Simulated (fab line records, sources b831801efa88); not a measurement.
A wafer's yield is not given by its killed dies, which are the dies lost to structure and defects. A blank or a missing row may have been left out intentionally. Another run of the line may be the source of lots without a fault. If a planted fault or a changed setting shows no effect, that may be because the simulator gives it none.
Which tool did it? ; flow sky130 ; Sampling: 10 lots, 30 wafers, 2 of 708 route steps

WHAT THE GAUGES SHOWED, per wafer
SKY_METAL4_CD_MEAS_13: the cd target is 300 nm.
lot;measured;on;cd-nm (nm)
L196;day 42 02:01;cd-sem-02;299.5 299.5 300.8
L197;day 42 12:35;cd-sem-01;301.3 300.7 301.1
L199;day 43 04:20;cd-sem-02;298.5 297.7 299.3
L201;day 43 18:08;cd-sem-01;299.2 300.7 300.3
L202;day 44 09:05;cd-sem-01;298.1 297.9 298.8
L204;day 44 11:29;cd-sem-01;300.0 300.1 300.8
L203;day 44 14:31;cd-sem-01;301.9 302.7 301.4
L205;day 44 20:33;cd-sem-01;301.9 301.4 300.0
L213;day 46 13:38;cd-sem-01;301.4 301.7 301.6
L219;day 47 17:32;cd-sem-01;299.9 301.1 299.8

EACH LOT AND THE TOOL THAT RAN IT (in order: tool; ch and the chambers of the sampled wafers; start)
lot;SKY_METAL4_SPUTTER_04
L196;pvd-sputter-01, day 40 00:52
L197;pvd-sputter-01, day 40 11:29
L199;pvd-sputter-03, day 41 03:50
L201;pvd-sputter-01, day 41 19:19
L202;pvd-sputter-03, day 42 11:53
L204;pvd-sputter-04, day 42 12:47
L203;pvd-sputter-01, day 42 16:41
L205;pvd-sputter-04, day 42 23:06
L213;pvd-sputter-04, day 44 19:23
L219;pvd-sputter-01, day 45 23:17
- SKY_METAL4_SPUTTER_04: material TiN, target thk 70 nm, time 58.3 s.

THE ANSWER, worked out from the rows above alone
Rule: usual is defined by the lots themselves. The widest of any qualifying gaps counts: lots, ordered by their means at a reading, are off when they make up no more than a third of the lots, leave a main group of 4 or more, and stand apart from it by 3 or more times the standard deviation of that group's means. A main group whose means are all the same, to the digits that the tables above print for the reading, isn't used. Also off: a lot with no number at a reading for which 4 or more lots have one. The other lots that the step has rows for count as sound.
No lot is off on any of the readings shown, so nothing can be concluded from this.

WHAT THE SIMULATOR HAD PUT IN
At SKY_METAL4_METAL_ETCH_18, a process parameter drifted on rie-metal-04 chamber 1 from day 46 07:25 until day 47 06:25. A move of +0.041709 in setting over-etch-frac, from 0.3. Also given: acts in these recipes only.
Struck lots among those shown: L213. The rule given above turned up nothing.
